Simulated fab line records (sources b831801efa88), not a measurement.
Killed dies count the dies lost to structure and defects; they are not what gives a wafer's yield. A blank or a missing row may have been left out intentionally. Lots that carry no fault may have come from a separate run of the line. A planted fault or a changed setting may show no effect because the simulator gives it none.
A lot that was struck, set against a sound lot -- flow sfqLine -- 42 steps out of a route of 325
Sound: wafers L128.3, L128.4, L128.5. Struck: wafer L129.5 (left out: L129.1, a lot-mate that was not struck); the cause follows at the end.
Each step with rows lists, per side, the tool, then ch with its chambers, then its first start. Under that, the readings that differ: sound wafers -- struck wafers -- difference of the means -- sigmas: that difference in standard deviations of wafers without a fault.
alike: a reading whose means differ by less than 2 such deviations, as well as words and numbers matching on both sides. not compared: withheld readings; readings where some wafer has no value; bounds like >300 that might hide an equal value; numbers whose values overlap and for which the record gives no deviation.
A row with sigmas, a row that says differs or no value, or rows on one side alone: a step with any of these is where the two part. Numbers that don't overlap but have no deviation are shown without sigmas and don't part them. A reading that every wafer of one side lacks parts them only if that side has two wafers or more.

first, 6 steps without rows for these wafers: SFQ_TRILAYER_I1_VIA_LITHO_COAT_054 (resist thk 62 nm); SFQ_TRILAYER_I1_VIA_LITHO_COAT_049 (resist thk 650 nm); SFQ_TRILAYER_I1_VIA_LITHO_SOFTBAKE_053; SFQ_TRILAYER_I1_VIA_LITHO_EXPOSE_050 (exposes mask I1, target cd 500 nm); SFQ_TRILAYER_I1_VIA_LITHO_PEB_052 (peb time 60 s); SFQ_TRILAYER_I1_VIA_LITHO_DEVELOP_051 (time 60 s).
SFQ_I1_OVL_MEAS_913:
  struck on overlay-02, day 26 03:19; sound on overlay-02, day 26 00:56
  alike: I1_OVL
then, 1 step without rows for these wafers: SFQ_TRILAYER_I1_VIA_BARC_OPEN_VIA_ETCH_071 (etches BARC in O2, target depth 125 nm, time 41.7 s).
SFQ_TRILAYER_I1_VIA_ETCH_VIA_ETCH_052: etches SiO2 in CHF3, stops on Nb, target depth 260 nm.
  sound on rieDiel-03 ch 0,2,3, day 26 00:59; struck on rieDiel-04 ch 1, day 26 03:23
  alike: drypumpMotorCurrentA, oesProductAu
SFQ_TRILAYER_I1_VIA_STRIP_STRIP_053: strips in O2.
  sound on rieMetal-01 ch 0,1, day 26 01:19; struck on rieMetal-02 ch 1, day 26 03:31
  alike: drypumpMotorCurrentA, oesProductAu
  not compared: rfHoursCounterH
then, 2 steps without rows for these wafers: SFQ_TRILAYER_I1_VIA_STRIP_SOLV_CLEAN_054 (cleans in NMP, time 600 s); SFQ_TRILAYER_M2_DEP_PRE_CLEAN_056 (time 22.5 s).
SFQ_TRILAYER_M2_DEP_SPUTTER_055: material Nb, target thk 200 nm, time 133.3 s.
  struck on pvdSputter-05, day 26 04:20; sound on pvdSputter-03, day 26 01:55
reading,sound,struck,difference,sigmas
model.Nb_of_TRILAYER_M2_DEP_SPUTTER_055.thkNm (nm),196.4 198.1 196.7,230.3,+33.2,
  alike: throttleValvePct
SFQ_M2_RS_MEAS_914: a four-point-probe measurement.
  struck on filmMetro-02, day 26 04:25; sound on filmMetro-04, day 26 02:02
reading,sound,struck,difference,sigmas
M2_NB_RS (ohm/sq),0.905 0.899 0.905,0.772,-0.131,-15
then, 6 steps without rows for these wafers: SFQ_TRILAYER_M2_LITHO_COAT_062 (resist thk 62 nm); SFQ_TRILAYER_M2_LITHO_COAT_057 (resist thk 600 nm); SFQ_TRILAYER_M2_LITHO_SOFTBAKE_061; SFQ_TRILAYER_M2_LITHO_EXPOSE_058 (exposes mask M2, target cd 500 nm); SFQ_TRILAYER_M2_LITHO_PEB_060 (peb time 60 s); SFQ_TRILAYER_M2_LITHO_DEVELOP_059 (time 60 s).
-- the record jumps here: 6 days lie between the struck wafers' starts before and after --
SFQ_M2_OVL_MEAS_916:
  struck on overlay-01, day 32 00:20; sound on overlay-02, day 31 19:17
  alike: M2_OVL
SFQ_TRILAYER_M2_BARC_OPEN_METAL_ETCH_077: etches BARC in O2, target depth 125 nm, time 41.7 s.
  sound on rieMetal-03 ch 0,1, day 31 19:19; struck on rieMetal-01 ch 0, day 32 00:23
  alike: drypumpMotorCurrentA, oesProductAu
  not compared: rfHoursCounterH
SFQ_TRILAYER_M2_ETCH_METAL_ETCH_060: etches Nb in Cl2/Ar, stops on SiO2, target depth 240 nm, time 120 s.
  sound on rieMetal-03 ch 0,1, day 31 19:24; struck on rieMetal-01 ch 0, day 32 00:26
reading,sound,struck,difference,sigmas
oesProductAu (a.u.),0.886 0.886 0.890,0.970,+0.083,+12
  alike: drypumpMotorCurrentA
  not compared: rfHoursCounterH
then, 2 steps without rows for these wafers: SFQ_TRILAYER_M2_STRIP_STRIP_061 (strips in O2); SFQ_TRILAYER_M2_STRIP_SOLV_CLEAN_062 (cleans in NMP, time 600 s).
SFQ_TRILAYER_I2_DEP_PECVD_063: deposits SiO2 from SiH4/N2O, time 111.11 s, target thk 500 nm.
  sound on pecvd-02 ch 0,1,2, day 31 20:16; struck on pecvd-04 ch 1, day 32 01:20
  alike: heaterPowerW, throttleValvePct
then, 1 step without rows for these wafers: SFQ_TRILAYER_I2_CMP_CMP_064 (polishes SiO2).
SFQ_I2_BOW_MEAS_917:
  struck on filmMetro-01, day 32 04:25; sound on filmMetro-02, day 32 01:20
  alike: I2_BOW
SFQ_TRILAYER_I2_METRO_MEASURE_065:
  struck on filmMetro-01, day 32 04:32; sound on filmMetro-02, day 32 01:49
  alike: thkNm
then, 6 steps without rows for these wafers: SFQ_TRILAYER_I2_VIA_LITHO_COAT_072 (resist thk 62 nm); SFQ_TRILAYER_I2_VIA_LITHO_COAT_067 (resist thk 650 nm); SFQ_TRILAYER_I2_VIA_LITHO_SOFTBAKE_071; SFQ_TRILAYER_I2_VIA_LITHO_EXPOSE_068 (exposes mask I2, target cd 500 nm); SFQ_TRILAYER_I2_VIA_LITHO_PEB_070 (peb time 60 s); SFQ_TRILAYER_I2_VIA_LITHO_DEVELOP_069 (time 60 s).
-- the record jumps here: 7 days lie between the struck wafers' starts before and after --
SFQ_I2_OVL_MEAS_918:
  struck on overlay-01, day 38 19:51; sound on overlay-01, day 38 17:28
  alike: I2_OVL
then, 5 steps without rows for these wafers: SFQ_TRILAYER_I2_VIA_BARC_OPEN_VIA_ETCH_096 (etches BARC in O2, target depth 125 nm, time 41.7 s); SFQ_TRILAYER_I2_VIA_ETCH_VIA_ETCH_070 (etches SiO2 in CHF3, stops on Nb, target depth 260 nm); SFQ_TRILAYER_I2_VIA_STRIP_STRIP_071 (strips in O2); SFQ_TRILAYER_I2_VIA_STRIP_SOLV_CLEAN_072 (cleans in NMP, time 600 s); SFQ_TRILAYER_M3_DEP_PRE_CLEAN_074 (time 22.5 s).
-- the record jumps here: 42 days lie between the struck wafers' starts before and after --
SFQ_M8_BOW_MEAS_951:
  struck on filmMetro-02, day 80 11:06; sound on filmMetro-02, day 75 21:40
reading,sound,struck,difference,sigmas
model.etest.m2.ohmUm,1.807 1.788 1.802,1.55,-0.25,
model.etest.i1.linkOhm,1.976 1.978 1.97,1.813,-0.162,
model.etest.i2.linkOhm,1.996 1.972 1.991,1.837,-0.149,
model.etest.m2.ohmSq,0.9055 0.8978 0.9041,0.7722,-0.1303,
  alike: M8_BOW

WHERE THEY PART
At SFQ_M2_RS_MEAS_914 first; at SFQ_TRILAYER_M2_ETCH_METAL_ETCH_060 last (within this record only). Later steps at which nothing parts them and some readings are alike: SFQ_TRILAYER_I2_DEP_PECVD_063, SFQ_I2_BOW_MEAS_917, SFQ_TRILAYER_I2_METRO_MEASURE_065, SFQ_I2_OVL_MEAS_918, SFQ_M8_BOW_MEAS_951.

WHY: the cause the simulator had injected
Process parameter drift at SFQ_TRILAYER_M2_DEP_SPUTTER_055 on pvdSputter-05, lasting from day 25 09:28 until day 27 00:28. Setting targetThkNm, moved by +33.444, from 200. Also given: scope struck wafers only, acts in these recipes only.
